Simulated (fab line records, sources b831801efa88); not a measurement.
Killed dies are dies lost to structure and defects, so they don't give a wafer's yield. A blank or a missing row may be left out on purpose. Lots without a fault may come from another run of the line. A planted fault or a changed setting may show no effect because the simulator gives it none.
Which tool did it? | flow gf180mcu | 12 lots, 36 wafers sampled, at 2 steps of a route of 602

WHAT THE GAUGES READ, wafer by wafer
GF_V4_BOW_MEAS_05. Usual: V4_BOW 132 um, standard deviation 8.7.
lot  | measured     | on            | V4_BOW (um) | flag
L679 | day 23 07:54 | film_metro-03 | 131 138 148 |
L680 | day 23 21:01 | film_metro-03 | 131 127 121 |
L686 | day 25 23:35 | film_metro-02 | 140 127 125 |
L688 | day 26 19:11 | film_metro-02 | 138 126 124 |
L689 | day 26 23:16 | film_metro-01 | 135 130 139 |
L691 | day 27 12:16 | film_metro-02 | 138 139 140 |
L693 | day 28 00:49 | film_metro-01 | 112 112 130 |
L695 | day 28 15:50 | film_metro-03 | 131 148 130 |
L697 | day 29 08:21 | film_metro-01 | 131 132 126 |
L700 | day 30 03:05 | film_metro-03 | 113 125 120 |
L701 | day 30 08:45 | film_metro-03 | 143 137 143 |
L702 | day 30 16:13 | film_metro-02 | 120 137 131 |

WHICH TOOL RAN EACH LOT (tool, then ch and the chambers of the sampled wafers, then the start)
lot  | GF_M4_STRIP_17
L679 | plasma_asher-03 ch 0,1, day 23 06:46
L680 | plasma_asher-03 ch 0,1, day 23 19:54
L686 | plasma_asher-01 ch 0,1, day 25 22:26
L688 | plasma_asher-03 ch 0,1, day 26 18:06
L689 | plasma_asher-04 ch 0, day 26 22:10
L691 | plasma_asher-03 ch 0,1, day 27 11:04
L693 | plasma_asher-04 ch 0,1, day 27 23:43
L695 | plasma_asher-01 ch 0,1, day 28 14:45
L697 | plasma_asher-01 ch 0,1, day 29 07:10
L700 | plasma_asher-01 ch 0,1, day 30 02:00
L701 | plasma_asher-03 ch 0,1, day 30 07:40
L702 | plasma_asher-01 ch 0,1, day 30 15:07
- GF_M4_STRIP_17: strips in O2/N2.

WHAT THE TOOLS THEMSELVES READ (means of the sampled wafers that have a number; where no wafer has one, the mark that the record gives instead)
GF_M4_STRIP_17. Usual: drypump_motor_current_A 5.8 A, standard deviation 0.55; heater_power_w 311 W, standard deviation 41; oes_product_au 0.558 a.u., standard deviation 0.0045; platen_temp_c 250.01 C, standard deviation 0.19; strip_time_to_endpoint_s 7.87 s, standard deviation 0.04.
lot  | tool            | drypump_motor_current_A (A) | heater_power_w (W) | oes_product_au (a.u.) | platen_temp_c (C) | strip_time_to_endpoint_s (s) | flag
L679 | plasma_asher-03 | 6.3                         | 289                | 0.560                 | 250.07            | 7.90                         |
L680 | plasma_asher-03 | 6.3                         | 288                | 0.557                 | 249.91            | 7.87                         |
L686 | plasma_asher-01 | 5.3                         | 306                | 0.559                 | 250.05            | 7.88                         |
L688 | plasma_asher-03 | 6.4                         | 322                | 0.556                 | 250.24            | 7.85                         |
L689 | plasma_asher-04 | 6.3                         | 302                | 0.562                 | 250.07            | 7.93                         |
L691 | plasma_asher-03 | 6.4                         | 324                | 0.556                 | 249.92            | 7.85                         |
L693 | plasma_asher-04 | 6.0                         | 309                | 0.555                 | 250.01            | 7.88                         |
L695 | plasma_asher-01 | 5.2                         | 331                | 0.559                 | 250.10            | 7.91                         |
L697 | plasma_asher-01 | 5.2                         | 326                | 0.556                 | 250.14            | 7.84                         |
L700 | plasma_asher-01 | 5.2                         | 322                | 0.560                 | 249.95            | 7.84                         |
L701 | plasma_asher-03 | 6.4                         | 291                | 0.556                 | 250.17            | 7.83                         |
L702 | plasma_asher-01 | 5.2                         | 324                | 0.553                 | 250.11            | 7.81                         |

THE ANSWER, worked out from the rows above alone
Rule: a lot is off if the mean of its wafers that have a number lies more than 3 standard deviations from the usual mean. A lot without any number at a reading at which 4 lots or more have one is off too. The other lots that the step has rows for count as sound. The gauges are gone through in route order, then the tools' own readings, and for those a lot's mean is taken as printed above. The first step at which some lot is off is used, and at that step the reading that is off furthest; a lot without a number counts as furthest.
No lot is off at any reading shown: from this, nothing can be told.

WHAT THE SIMULATOR HAD PUT IN
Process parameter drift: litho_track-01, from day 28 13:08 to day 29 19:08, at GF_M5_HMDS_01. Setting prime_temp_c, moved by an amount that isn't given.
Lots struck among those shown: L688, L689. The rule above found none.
